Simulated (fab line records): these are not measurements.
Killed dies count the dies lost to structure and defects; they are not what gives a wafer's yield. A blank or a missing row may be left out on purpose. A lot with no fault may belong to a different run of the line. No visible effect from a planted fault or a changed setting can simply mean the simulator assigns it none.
Which tool was responsible? :: flow gf180mcu :: Sampling: 7 lots, 21 wafers, 2 of 602 route steps

## WHAT THE GAUGES SHOWED, per wafer
GF_VT_IMPLANT_RS_MEAS_49: a four-point-probe measurement.
lot: L557
measured: day 8 07:14
on: film metro-01
MVPSD_RS (ohm/sq): 1182.6 1181.6 1180.5

lot: L560
measured: day 8 23:26
on: film metro-01
MVPSD_RS (ohm/sq): 1182.8 1181.1 1179.9

lot: L562
measured: day 9 14:37
on: film metro-01
MVPSD_RS (ohm/sq): 1180.7 1174.8 1180.2

lot: L565
measured: day 10 08:49
on: film metro-02
MVPSD_RS (ohm/sq): 1178.1 1176.6 1178.2

lot: L567
measured: day 11 01:43
on: film metro-02
MVPSD_RS (ohm/sq): 1178.4 1179.7 1180.0

lot: L569
measured: day 11 14:46
on: film metro-01
MVPSD_RS (ohm/sq): 1174.8 1178.4 1178.6

lot: L578
measured: day 14 04:16
on: film metro-02
MVPSD_RS (ohm/sq): 1218.0 1217.1 1213.7

## WHAT TOOL EACH LOT RAN ON (gives the tool, then ch and the chambers of the sampled wafers, and finally the start)
lot: L557
GF_MVPSD_IMPLANT_09: implanter-01 ch 0, day 5 16:01

lot: L560
GF_MVPSD_IMPLANT_09: implanter-03 ch 0, day 6 06:11

lot: L562
GF_MVPSD_IMPLANT_09: implanter-04 ch 0, day 6 19:34

lot: L565
GF_MVPSD_IMPLANT_09: implanter-01 ch 0, day 7 12:32

lot: L567
GF_MVPSD_IMPLANT_09: implanter-03 ch 0, day 8 04:01

lot: L569
GF_MVPSD_IMPLANT_09: implanter-04 ch 0, day 8 14:16

lot: L578
GF_MVPSD_IMPLANT_09: implanter-01 ch 0, day 10 20:56
- GF_MVPSD_IMPLANT_09

## THE ANSWER, worked out from the rows above alone
Rule: usual is defined by the lots themselves. Put in order of their means at a reading, lots are off if they are a third of the lots or fewer, leave a main group of 4 or more, and stand apart from it by a gap of 3 or more times the standard deviation of the main group's means; of several such gaps the widest counts. Not used: any main group whose means are identical at the precision the tables above print for the reading. A lot without any number at a reading at which 4 lots or more have one is off too. Where the step has rows for the other lots, those lots are counted as sound.
Off: L578, seen at GF_VT_IMPLANT_RS_MEAS_49 (MVPSD_RS). Mean 1179.3 ohm/sq and standard deviation 1.7 in the main group.
A tool fits if, at a process step before that reading, it ran every lot that is off, and no sound lot after the first of them. The gauges at GF_VT_IMPLANT_RS_MEAS_49 are tried like those tools. This does not decide it: 2 tools fit, namely implanter-01 at GF_MVPSD_IMPLANT_09 and film metro-02 at GF_VT_IMPLANT_RS_MEAS_49.

## WHAT HAD BEEN PUT IN BY THE SIMULATOR
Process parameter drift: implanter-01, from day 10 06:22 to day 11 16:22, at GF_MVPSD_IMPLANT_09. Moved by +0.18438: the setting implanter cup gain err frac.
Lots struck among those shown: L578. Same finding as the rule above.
